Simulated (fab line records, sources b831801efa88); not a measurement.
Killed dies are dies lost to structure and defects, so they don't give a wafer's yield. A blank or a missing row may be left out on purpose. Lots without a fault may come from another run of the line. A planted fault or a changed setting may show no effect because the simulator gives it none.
Chamber matching | flow sky130 | SKY_FIELD_ISO_ETCH_17 on rie_si-01: 4 sister chambers
The step etches Si in HBr/Cl2/O2, target depth 342 nm, time 97.7 s. 16 wafers are shown with their chamber, then 7 later ones without.

WAFERS WITH THEIR CHAMBER
wafer  | chamber | oes_product_au (a.u.) | throttle_valve_pct (%) | rf_fwd_power_W (W)
L619.1 | 1       | 0.995                 | 25.658                 | 594.5
L619.3 | 3       | 1.013                 | 25.634                 | 593.6
L619.6 | 3       | 1.013                 | 25.648                 | 595.5
L621.2 | 0       | 0.999                 | 25.661                 | 595.0
L621.4 | 2       | 1.007                 | 25.664                 | 595.0
L621.5 | 1       | 0.996                 | 25.667                 | 593.8
L624.1 | 0       | 1.014                 | 25.636                 | 597.5
L624.3 | 1       | 1.001                 | 25.671                 | 594.9
L624.6 | 1       | 0.994                 | 25.661                 | 597.6
L626.2 | 1       | 0.999                 | 25.659                 | 597.1
L626.5 | 1       | 0.993                 | 25.655                 | 593.9
L626.6 | 0       | 1.001                 | 25.661                 | 593.4
L628.4 | 1       | 0.985                 | 25.677                 | 596.3
L628.5 | 0       | 0.991                 | 25.659                 | 595.3
L628.6 | 1       | 0.982                 | 25.672                 | 597.2
L633.4 | 0       | 1.008                 | 25.633                 | 597.8

SIGNATURES (means of the wafers above)
reading            | chamber 0 | chamber 1 | chamber 2 | chamber 3 | scatter within a chamber
oes_product_au     | 1.00260   | 0.99313   | 1.00700   | 1.01300   | 0.00712
throttle_valve_pct | 25.65000  | 25.66500  | 25.66400  | 25.64100  | 0.0106
rf_fwd_power_W     | 595.800   | 595.663   | 595.000   | 594.550   | 1.64
Rule: a wafer's distance from a chamber is the root of the sum, over the readings, of the square of ((its reading less the chamber's mean) divided by the reading's scatter). The wafer belongs to the nearest chamber; if the next one is less than 2 further off, it can't be placed. The scatter: the root of (the sum of the squares of (reading less its chamber's mean) over the shown wafers, divided by (wafers less chambers)).

WAFERS WITHOUT THEIR CHAMBER
wafer  | oes_product_au (a.u.) | throttle_valve_pct (%) | rf_fwd_power_W (W)
L633.5 | 1.005                 | 25.655                 | 595.7
L633.6 | 0.990                 | 25.663                 | 594.8
L634.1 | 0.993                 | 25.650                 | 594.1
L634.3 | 0.997                 | 25.678                 | 597.9
L634.4 | 1.004                 | 25.667                 | 592.0
L642.3 | 1.002                 | 25.653                 | 595.5
L642.5 | 0.991                 | 25.655                 | 596.7

WHICH CHAMBER EACH WENT THROUGH
wafer  | from the rows above               | in truth
L633.5 | can't be placed: 0 or 2 or 3 or 1 | 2
L633.6 | can't be placed: 1 or 0 or 2      | 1
L634.1 | can't be placed: 0 or 1 or 2 or 3 | 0
L634.3 | can't be placed: 1 or 2 or 0      | 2
L634.4 | can't be placed: 2 or 1 or 0 or 3 | 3
L642.3 | can't be placed: 0 or 2 or 1 or 3 | 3
L642.5 | can't be placed: 1 or 0 or 2      | 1
Placed correctly: 0 of 7. Can't be placed from these rows: 7 (the true chamber is among the candidates in 7). Placed wrongly: 0.
